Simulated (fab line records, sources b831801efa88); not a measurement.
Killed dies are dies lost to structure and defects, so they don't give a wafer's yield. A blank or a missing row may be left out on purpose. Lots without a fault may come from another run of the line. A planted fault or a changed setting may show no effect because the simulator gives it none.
Which tool did it? | flow sfq_line | 14 lots, 42 wafers sampled, at 2 steps of a route of 325

WHAT THE GAUGES READ, wafer by wafer
The record holds no reading of a measuring or inspecting step that can be judged against a usual standard deviation.

WHICH TOOL RAN EACH LOT (tool, then ch and the chambers of the sampled wafers, then the start)
lot  | SFQ_TRILAYER_I1_DEP_PECVD_045   | SFQ_TRILAYER_I1_CMP_CMP_046
L727 | pecvd-03 ch 1,2, day 10 21:14   | cmp-01 ch 0,1,3, day 11 03:09
L729 | pecvd-01 ch 0,1,2, day 16 01:19 | cmp-02 ch 0,1,2, day 16 06:17
L731 | pecvd-04 ch 1,2, day 22 06:32   | cmp-02 ch 1,2,3, day 22 06:37
L732 | pecvd-01 ch 0,1,2, day 22 22:28 | cmp-01 ch 0,2,3, day 23 00:01
L733 | pecvd-01 ch 0,1,2, day 23 13:52 | cmp-02 ch 0,1,3, day 23 14:26
L735 | pecvd-04 ch 0,2, day 25 03:50   | cmp-01 ch 0,1,2, day 25 03:55
L736 | pecvd-01 ch 0,1,2, day 25 19:52 | cmp-02 ch 0,2,3, day 26 02:56
L737 | pecvd-01 ch 0,1,2, day 26 07:52 | cmp-01 ch 0,1,3, day 26 13:12
L739 | pecvd-01 ch 1,2, day 27 17:55   | cmp-01 ch 0,2,3, day 27 18:29
L744 | pecvd-04 ch 1,2, day 28 16:43   | cmp-01 ch 0,1,3, day 28 16:47
L745 | pecvd-03 ch 0,2, day 28 17:55   | cmp-02 ch 1,2,3, day 28 18:35
L747 | pecvd-03 ch 0,1,2, day 29 01:07 | cmp-02 ch 0,1,3, day 29 01:11
L749 | pecvd-04 ch 0,2, day 29 07:08   | cmp-02 ch 2,3, day 29 07:13
L750 | pecvd-03 ch 0,1,2, day 29 09:34 | cmp-02 ch 0,2,3, day 29 11:13
- SFQ_TRILAYER_I1_DEP_PECVD_045: deposits SiO2 from SiH4/N2O, time 111.11 s, target thk 500 nm.
- SFQ_TRILAYER_I1_CMP_CMP_046: polishes SiO2.

WHAT THE TOOLS THEMSELVES READ (means of the sampled wafers that have a number; where no wafer has one, the mark that the record gives instead)
SFQ_TRILAYER_I1_DEP_PECVD_045.
lot  | tool     | heater_power_w (W) | run_length_s (s) | throttle_valve_pct (%)
L727 | pecvd-03 | 88                 | 139.4            | 24.7
L729 | pecvd-01 | 85                 | 138.5            | 22.5
L731 | pecvd-04 | 86                 | 139.3            | 24.7
L732 | pecvd-01 | 91                 | 138.8            | 23.0
L733 | pecvd-01 | 91                 | 138.6            | 22.8
L735 | pecvd-04 | 74                 | 139.4            | 23.1
L736 | pecvd-01 | 89                 | 138.7            | 23.0
L737 | pecvd-01 | 90                 | 145.4            | 23.2
L739 | pecvd-01 | 94                 | 152.0            | 23.9
L744 | pecvd-04 | 84                 | 139.3            | 23.6
L745 | pecvd-03 | 89                 | 138.8            | 25.7
L747 | pecvd-03 | 79                 | 138.7            | 25.6
L749 | pecvd-04 | 69                 | 139.3            | 23.5
L750 | pecvd-03 | 83                 | 138.7            | 25.6

SFQ_TRILAYER_I1_CMP_CMP_046.
lot  | tool   | motor_current_A (A) | time_to_endpoint_s (s)
L727 | cmp-01 | 10.4                | 222
L729 | cmp-02 | 10.4                | 222
L731 | cmp-02 | 11.1                | 216
L732 | cmp-01 | 9.8                 | 207
L733 | cmp-02 | 11.2                | 211
L735 | cmp-01 | 9.5                 | 215
L736 | cmp-02 | 10.8                | 201
L737 | cmp-01 | 10.6                | 232
L739 | cmp-01 | 9.5                 | 254
L744 | cmp-01 | 10.0                | 219
L745 | cmp-02 | 11.0                | 205
L747 | cmp-02 | 11.2                | 208
L749 | cmp-02 | 11.2                | 211
L750 | cmp-02 | 10.9                | 221

THE ANSWER, worked out from the rows above alone
Rule: what is usual is taken from the lots themselves. Put in order of their means at a reading, lots are off if they are a third of the lots or fewer, leave a main group of 4 or more, and stand apart from it by a gap of 3 or more times the standard deviation of the main group's means; of several such gaps the widest counts. A main group whose means are all the same, to the digits that the tables above print for the reading, isn't used. A lot without any number at a reading at which 4 lots or more have one is off too. The other lots that the step has rows for count as sound. The gauges are gone through in route order, then the tools' own readings, and for those a lot's mean is taken as printed above. The first step at which some lot is off is used, and at that step the reading that is off furthest; a lot without a number counts as furthest.
Off: L737, L739, at SFQ_TRILAYER_I1_DEP_PECVD_045 (run_length_s). The main group: mean 139.0 s, standard deviation 0.33.
A tool fits if, at that step or a process step before it, it ran every lot that is off, and no sound lot after the first of them. One fits: pecvd-01 at SFQ_TRILAYER_I1_DEP_PECVD_045. Its last sound lot is L736 (day 25 19:52), its first lot that is off L737 (day 26 07:52): a fault that began between those two fits.
The tool's own readings at SFQ_TRILAYER_I1_DEP_PECVD_045 bear it out: on the lots that are off they differ by more than 5 times the standard deviation of the sound lots' means. run_length_s reads 148.7 s there against 139.0 s on the sound lots.

WHAT THE SIMULATOR HAD PUT IN
Process parameter drift: pecvd-01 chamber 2, from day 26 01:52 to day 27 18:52, at SFQ_TRILAYER_I1_DEP_PECVD_045. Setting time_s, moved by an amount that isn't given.
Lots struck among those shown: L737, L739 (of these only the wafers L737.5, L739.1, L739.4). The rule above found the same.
